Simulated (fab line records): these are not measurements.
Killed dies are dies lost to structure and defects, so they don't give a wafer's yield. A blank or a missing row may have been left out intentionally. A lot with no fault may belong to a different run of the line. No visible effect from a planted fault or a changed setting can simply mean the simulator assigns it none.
fab line records    flow sky130
record lots=5  wafers=15  last-day=50
route steps=708 shown VIA1@460
lots that met no fault: taken from a fault-free run of the same line
start-h: hours from the record's first day to the start of the lot's first wafer shown    wait-h: how many hours have passed since the lot's step before this one    " the same as in the row above    L1.1+2: several wafers, shown together as one row    - either no value or no given start    * or withheld: withheld    < > ~ a bound
route shown NAME@n: NAME is a module with steps in the file, n the number in the route of the first one    usual: the fault-free wafers' mean and standard deviation    same: alike in all rows    chamber/n: place in a boat    sites: the reading at each site    _std_site: the standard deviation of these    _edge_site: outer sites' mean less inner sites'    radius-mm: how far each site lies from the wafer's centre    mask NAME#n: copy n    behind: the most recent tool/chamber to have shaped the wafer    hold: cause of the lot's hold/its duration in hours/its outcome    device: which transistor (n, p or np) failed to switch    end of line: the route-end tests of the same wafers    a step given without rows: its recipe and nothing more    killed: dies that structure and defects cost at the first sort, which is not the same as the wafer's yield    map: the dies of a wafer, with x for killed, . for not killed, _ for no die there
set.NAME: the setting the step ran with; set.NAME@STEP: the setting that earlier step ran with    model.NAME: the simulator's own value behind a step, which no gauge read
a table for each step, a row for each wafer; lots at some steps of the route
services: from which hour (start-h, from the record's first day; less than 0 if before it) a tool's chamber was out of use, for how many hours, and why
## steps
# step SKY_VIA1_CMP_02
# recipe material=SiO2  down-force-psi=4  platen-rpm=60  pad-velocity-m-s=0.94248
# usual motor-current-A=12.2/1.2  slurry-filter-dp-kPa=13.52/0.15
lot.wafer  tool    chamber  start-h  wait-h  motor-current-A  slurry-filter-dp-kPa
L074.3     cmp-02  0        758.70   0.1     10.1             13.40
L074.1     "       2        "        "       12.1             13.22
L074.6     "       0        "        "       10.0             13.62
L088.4     cmp-01  1        874.50   0.1     11.3             13.53
L088.1     "       3        "        "       13.4             13.39
L088.6     "       1        "        "       11.9             13.44
L090.4     cmp-02  1        883.47   0.0     11.5             13.69
L090.3     "       3        "        "       13.0             13.50
L090.6     "       1        "        "       11.7             13.57
L095.4     cmp-02  3        927.62   0.2     13.4             13.70
L095.5     "       3        "        "       13.3             13.18
L095.6     "       0        "        "       10.6             13.20
L097.1     cmp-01  0        936.01   0.1     11.2             13.59
L097.4     "       1        "        "       11.5             13.44
L097.3     "       2        "        "       14.0             13.59
# step SKY_VIA1_BOW_MEAS_03
# recipe mode=bow
# usual VIA1_BOW=79/7
lot.wafer  tool           chamber  start-h  wait-h  VIA1_BOW[um]
L074.1     film-metro-01  -        758.95   0.1     79
L074.3     "              -        "        "       86
L074.6     "              -        "        "       80
L088.1     film-metro-03  -        874.75   0.1     95
L088.4     "              -        "        "       84
L088.6     "              -        "        "       77
L090.3     film-metro-01  -        883.81   0.2     83
L090.4     "              -        "        "       72
L090.6     "              -        "        "       75
L095.4     film-metro-01  -        927.98   0.3     90
L095.5     "              -        "        "       78
L095.6     "              -        "        "       74
L097.1     film-metro-04  -        936.26   0.2     92
L097.3     "              -        "        "       89
L097.4     "              -        "        "       82
# step SKY_VIA1_DEHYDRATE_04
# recipe temp-c=200  time-s=60
# same time-s=60
lot.wafer   tool            chamber  start-h  wait-h
L074.1+3+6  litho-track-04  0        771.65   12.7
L088.1+4+6  litho-track-03  0        886.76   12.0
L090.3+4+6  litho-track-04  0        895.75   11.9
L095.4+5+6  litho-track-03  0        939.28   11.3
L097.1+3+4  litho-track-04  0        948.00   11.7
# step SKY_VIA1_HMDS_05
# recipe prime-time-s=60  prime-temp-c=120
# usual prime-temp-c=120.00/0.14
lot.wafer  tool            chamber  start-h  wait-h  prime-temp-c
L074.1     litho-track-04  0        771.80   0.1     120.20
L074.3     "               0        "        "       119.92
L074.6     "               0        "        "       120.12
L088.1     litho-track-03  0        886.91   0.1     120.24
L088.4     "               0        "        "       120.02
L088.6     "               0        "        "       120.11
L090.3     litho-track-04  0        895.90   0.1     120.35
L090.4     "               0        "        "       120.18
L090.6     "               0        "        "       120.02
L095.4     litho-track-03  0        939.43   0.1     119.95
L095.5     "               0        "        "       119.79
L095.6     "               0        "        "       120.01
L097.1     litho-track-04  0        948.15   0.1     120.09
L097.3     "               0        "        "       120.11
L097.4     "               0        "        "       119.85
# step SKY_VIA1_COAT_06
# recipe resist=BARC  temp-c=withheld  time-s=withheld  spin-rpm=3000  resist-thk-nm=60
lot.wafer   tool            chamber  start-h  wait-h
L074.1+3+6  litho-track-04  0        771.95   0.1
L088.1+4+6  litho-track-03  0        887.06   0.1
L090.3+4+6  litho-track-04  0        896.05   0.1
L095.4+5+6  litho-track-03  0        939.58   0.1
L097.1+3+4  litho-track-04  0        948.30   0.1
# step SKY_VIA1_COAT_07
# recipe resist=KrF-thick  spin-rpm=3000  resist-thk-nm=450
lot.wafer   tool            chamber  start-h  wait-h
L074.1+3+6  litho-track-04  0        -        -
L088.1+4+6  litho-track-03  0        -        -
L090.3+4+6  litho-track-04  0        -        -
L095.4+5+6  litho-track-03  0        -        -
L097.1+3+4  litho-track-04  0        -        -
# step SKY_VIA1_SOFTBAKE_08
# recipe temp-c=100  time-s=90  resist=KrF-thick
# same time-s=90
lot.wafer   tool            chamber  start-h  wait-h
L074.1+3+6  litho-track-04  0        -        -
L088.1+4+6  litho-track-03  0        -        -
L090.3+4+6  litho-track-04  0        -        -
L095.4+5+6  litho-track-03  0        -        -
L097.1+3+4  litho-track-04  0        -        -
# step SKY_VIA1_EXPOSE_09
# recipe mask-id=VIM  na=0.8  source-shape=annular  sigma-inner=0.55  sigma-outer=0.85  target-cd-nm=150  dose-mj=38
lot.wafer   tool            chamber  start-h  wait-h  mask
L074.1+3+6  krf-scanner-02  0        -        -       VIM#0
L088.1+4+6  krf-scanner-01  0        -        -       VIM#0
L090.3+4+6  krf-scanner-01  0        -        -       VIM#0
L095.4+5+6  krf-scanner-02  0        -        -       VIM#0
L097.1+3+4  krf-scanner-02  0        -        -       VIM#0
# step SKY_VIA1_PEB_10
# recipe peb-temp-c=withheld  peb-time-s=withheld  resist=KrF-thick
lot.wafer   tool            chamber  start-h  wait-h
L074.1+3+6  litho-track-01  0        -        -
L088.1+4+6  litho-track-01  0        -        -
L090.3+4+6  litho-track-04  0        -        -
L095.4+5+6  litho-track-04  0        -        -
L097.1+3+4  litho-track-04  0        -        -
# step SKY_VIA1_DEVELOP_11
# recipe develop-time-s=60  resist=KrF-thick  dev-temp-c=21
lot.wafer   tool            chamber  start-h  wait-h
L074.1+3+6  litho-track-01  0        -        -
L088.1+4+6  litho-track-01  0        -        -
L090.3+4+6  litho-track-04  0        -        -
L095.4+5+6  litho-track-04  0        -        -
L097.1+3+4  litho-track-04  0        -        -
# step SKY_VIA1_CD_MEAS_12
# recipe target-cd-nm=150
# usual cd-nm=150.3/1.6
lot.wafer  tool       chamber  start-h  wait-h  cd-nm
L074.1     cd-sem-02  -        785.65   -       153.4
L074.3     "          -        "        "       151.9
L074.6     "          -        "        "       151.8
L088.1     cd-sem-02  -        900.57   -       149.7
L088.4     "          -        "        "       151.8
L088.6     "          -        "        "       152.0
L090.3     cd-sem-01  -        908.74   -       151.6
L090.4     "          -        "        "       152.1
L090.6     "          -        "        "       151.7
L095.4     cd-sem-02  -        952.41   -       146.3
L095.5     "          -        "        "       147.2
L095.6     "          -        "        "       146.5
L097.1     cd-sem-01  -        960.40   -       151.1
L097.3     "          -        "        "       150.0
L097.4     "          -        "        "       149.7
# step SKY_VIA1_OVL_MEAS_13
# usual VIA1_OVL=2/5.2
lot.wafer  tool        chamber  start-h  wait-h  VIA1_OVL[nm]
L074.1     overlay-02  -        785.77   0.1     -1
L074.3     "           -        "        "       4
L074.6     "           -        "        "       3
L088.1     overlay-01  -        900.69   0.1     8
L088.4     "           -        "        "       -3
L088.6     "           -        "        "       -4
L090.3     overlay-01  -        908.83   0.1     5
L090.4     "           -        "        "       14
L090.6     "           -        "        "       7
L095.4     overlay-02  -        952.49   0.1     -3
L095.5     "           -        "        "       2
L095.6     "           -        "        "       1
L097.1     overlay-01  -        960.52   0.1     -1
L097.3     "           -        "        "       -6
L097.4     "           -        "        "       -4
# step SKY_VIA1_ETCH_14
# recipe chemistry=N2/H2  target=BARC  ion-energy-ev=200  source-w=500  bias-w=100  pressure-mtorr=30  n2-flow-sccm=100  h2-flow-sccm=200  stop-on=SiO2  time-s=45.9  target-depth-a=600
# usual drypump-motor-current-A=5.7/0.44  oes-product-au=0.855/0.0042  throttle-valve-pct=13.224/0.0089
# same time-s=45.9
lot.wafer  tool         chamber  start-h  wait-h  drypump-motor-current-A  oes-product-au  rf-hours-counter-h  throttle-valve-pct
L074.1     rie-diel-04  0        785.81   0.0     6.2                      0.850           13                  13.227
L074.3     "            1        "        "       5.2                      0.861           4                   13.208
L074.6     "            0        "        "       6.2                      0.865           -                   13.238
L088.1     rie-diel-04  3        900.73   0.0     5.6                      0.855           15                  13.217
L088.4     "            1        "        "       5.3                      0.859           8                   13.221
L088.6     "            1        "        "       5.2                      0.854           -                   13.216
L090.3     rie-diel-02  1        908.86   0.0     5.7                      0.852           16                  13.217
L090.4     "            3        "        "       6.2                      0.855           -                   13.222
L090.6     "            1        "        "       5.7                      0.851           -                   13.224
L095.4     rie-diel-01  0        952.53   0.0     5.9                      0.843           -                   13.233
L095.5     "            2        "        "       5.2                      0.854           -                   13.214
L095.6     "            1        "        "       6.6                      0.851           -                   13.232
L097.1     rie-diel-04  0        960.56   0.0     6.2                      0.855           18                  13.228
L097.3     "            2        "        "       5.6                      0.849           12                  13.211
L097.4     "            3        "        "       5.6                      0.860           17                  13.217
# step SKY_VIA1_ETCH_15
# recipe target=SiO2  chemistry=C4F8/O2/Ar  target-depth-nm=351  stop-on=TiN  mask-material=KrF-thick  source-w=1500  bias-w=1200  pressure-mtorr=40  c4f8-flow-sccm=withheld  O2_flow_sccm=6  Ar_flow_sccm=300  time-s=54
# usual oes-product-au=0.982/0.0055
# same time-s=54
lot.wafer  tool         chamber  start-h  wait-h  oes-product-au  rf-hours-counter-h
L074.1     rie-diel-04  0        785.85   0.0     0.985           13
L074.3     "            1        "        "       0.974           4
L074.6     "            0        "        "       0.969           -
L088.1     rie-diel-04  3        900.77   0.0     0.980           15
L088.4     "            1        "        "       0.981           8
L088.6     "            1        "        "       0.984           -
L090.3     rie-diel-02  1        908.90   0.0     0.983           16
L090.4     "            3        "        "       0.978           -
L090.6     "            1        "        "       0.991           -
L095.4     rie-diel-01  0        952.57   0.0     0.980           -
L095.5     "            2        "        "       0.972           -
L095.6     "            1        "        "       0.982           -
L097.1     rie-diel-04  0        960.60   0.0     0.990           18
L097.3     "            2        "        "       0.980           12
L097.4     "            3        "        "       0.979           17
# step SKY_VIA1_STRIP_16
# recipe chemistry=O2/N2  power-w=1400  pressure-mtorr=1500  platen-temp-c=withheld  o2-flow-sccm=3000  n2-flow-sccm=300  overash-fraction=0.5
# usual drypump-motor-current-A=5.9/0.48  oes-product-au=0.415/0.0045  strip-time-to-endpoint-s=4.451/0.021
# same overash-fraction=0.5
lot.wafer  tool             chamber  start-h  wait-h  drypump-motor-current-A  oes-product-au  rf-hours-counter-h  strip-time-to-endpoint-s
L074.1     plasma-asher-02  0        785.90   0.0     6.3                      0.409           96                  4.495
L074.3     "                1        "        "       6.1                      0.423           -                   4.458
L074.6     "                1        "        "       6.0                      0.418           -                   4.488
L088.1     plasma-asher-01  1        900.82   0.0     4.8                      0.425           73                  4.473
L088.4     "                1        "        "       4.8                      0.416           -                   4.450
L088.6     "                1        "        "       4.8                      0.416           -                   4.459
L090.3     plasma-asher-02  0        908.98   0.1     6.3                      0.412           -                   4.445
L090.4     "                1        "        "       6.0                      0.420           -                   4.460
L090.6     "                0        "        "       6.3                      0.406           -                   4.462
L095.4     plasma-asher-02  0        952.63   0.0     6.4                      0.415           -                   4.455
L095.5     "                0        "        "       6.3                      0.406           -                   4.429
L095.6     "                1        "        "       6.0                      0.413           -                   4.450
L097.1     plasma-asher-01  0        960.65   0.0     5.7                      0.415           79                  4.468
L097.3     "                0        "        "       5.7                      0.422           -                   4.476
L097.4     "                1        "        "       4.8                      0.415           -                   4.460
# step SKY_VIA1_STRIP_17
# recipe chemistry=post-etch-residue-remover  time-s=1200  temp-c=72.5
# usual bath-heat-duty-pct=14.8/1.3
# same time-s=1200
lot.wafer  tool          chamber  start-h  wait-h  bath-heat-duty-pct
L074.1     wet-bench-01  0        786.00   0.1     17.2
L074.3     "             0        "        "       16.9
L074.6     "             0        "        "       16.2
L088.1     wet-bench-01  2        900.92   0.1     16.0
L088.4     "             2        "        "       14.4
L088.6     "             2        "        "       15.2
L090.3     wet-bench-04  3        909.05   0.0     12.7
L090.4     "             3        "        "       15.0
L090.6     "             3        "        "       13.7
L095.4     wet-bench-04  1        952.70   0.0     14.0
L095.5     "             1        "        "       14.1
L095.6     "             1        "        "       14.2
L097.1     wet-bench-04  0        960.75   0.1     14.6
L097.3     "             0        "        "       14.2
L097.4     "             0        "        "       14.2
## services
tool             chamber  start-h  hours  kind
plasma-asher-01  -        737.52   46.0   pm
rie-diel-01      0        740.27   7.0    repair
cmp-01           -        744.00   4.0    pm
krf-scanner-02   -        746.92   4.0    pm
cmp-01           -        756.14   6.4    pm
rie-diel-02      1        761.09   4.0    repair
rie-diel-01      3        765.04   1.8    repair
rie-diel-02      -        765.74   0.1    repair
cmp-02           -        766.55   1.9    repair
rie-diel-02      -        772.53   2.8    pm
krf-scanner-02   -        774.49   0.8    pm
krf-scanner-02   -        777.08   3.6    pm
cmp-02           -        806.96   1.1    repair
wet-bench-04     -        844.44   2.1    repair
rie-diel-04      -        853.38   4.8    repair
plasma-asher-02  -        865.10   2.8    pm
rie-diel-04      0        866.96   2.2    repair
krf-scanner-02   -        874.54   4.4    pm
krf-scanner-02   -        886.87   1.0    pm
krf-scanner-02   -        893.58   1.3    pm
cmp-02           -        902.09   2.6    repair
cmp-02           -        912.00   4.0    pm
krf-scanner-02   -        943.29   0.8    pm
rie-diel-04      2        948.52   5.1    repair
## key
fault none
